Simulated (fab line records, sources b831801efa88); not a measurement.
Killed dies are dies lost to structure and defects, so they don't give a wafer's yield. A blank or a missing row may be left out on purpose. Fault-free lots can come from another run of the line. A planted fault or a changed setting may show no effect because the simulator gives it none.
One fault seen from 2 desks ; flow gf180mcu ; each desk holds nothing but its own numbers, with what lay behind them at the end

METROLOGY DESK
Lot by lot, what the gauges showed, no matter which tool ran the lot: averages of those sampled wafers that carry a number. A lot is out of limits, marked OUT, if its mean lies more than 4 standard deviations from the usual mean; the brackets give that distance.
Columns: A = V2_CVD_02_THK at GF_V2_THK_MEAS_03, usual 848 nm
lot;first seen here;A
L553;day 19 03:54;851
L554;day 19 13:31;852
L556;day 20 19:05;837
L555;day 21 01:54;858
L560;day 22 16:22;853
L559;day 22 19:25;839
L562;day 23 13:08;843
L563;day 23 15:59;836
L565;day 24 02:50;862
L570;day 25 16:51;841
L571;day 25 23:54;684 (-15) OUT
L572;day 26 09:26;843
L575;day 27 01:59;848
This desk's result: L571 out of limits, first on L571 (V2_CVD_02_THK at GF_V2_THK_MEAS_03), day 25 23:54. Within limits: L553, L554, L556, L555, L560, L559, L562, L563, L565, L570, L572, L575.

THE TOOL OWNER'S DESK: pecvd-03
The tool's own readings at GF_V2_CVD_02 (deposits SiO2 from TEOS, target thk 850 nm, time 94.851 s): means of the sampled wafers that have a number, for each lot that ran on this tool. A lot is out of limits, marked OUT, if its mean lies more than 4 standard deviations from the usual mean; the brackets give that distance.
Columns: A = heater_power_w at GF_V2_CVD_02, usual 646 W
lot;first seen here;A
L553;day 19 03:50;651
L554;day 19 13:26;621
L556;day 20 19:01;590
L555;day 21 01:50;696
L560;day 22 16:17;652
L565;day 24 02:46;677
L571;day 25 23:50;643
This desk's finding: nothing out of limits on any of the 7 lots.

PUT TOGETHER
An alarm was possible from the metrology desk at day 25 23:54, on L571.
The tool owner's desk saw nothing out of limits.
Tool owner's desk: L571 on record, inside its limits.
All the named lots went through GF_V2_CVD_02 on pecvd-03.

WHAT THE SIMULATOR HAD INSERTED
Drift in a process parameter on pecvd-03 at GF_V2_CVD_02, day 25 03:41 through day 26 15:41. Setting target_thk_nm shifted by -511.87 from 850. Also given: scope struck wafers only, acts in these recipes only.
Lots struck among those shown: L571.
Delay in hours, fault start to first out-of-limits reading, per desk: metrology desk 20.
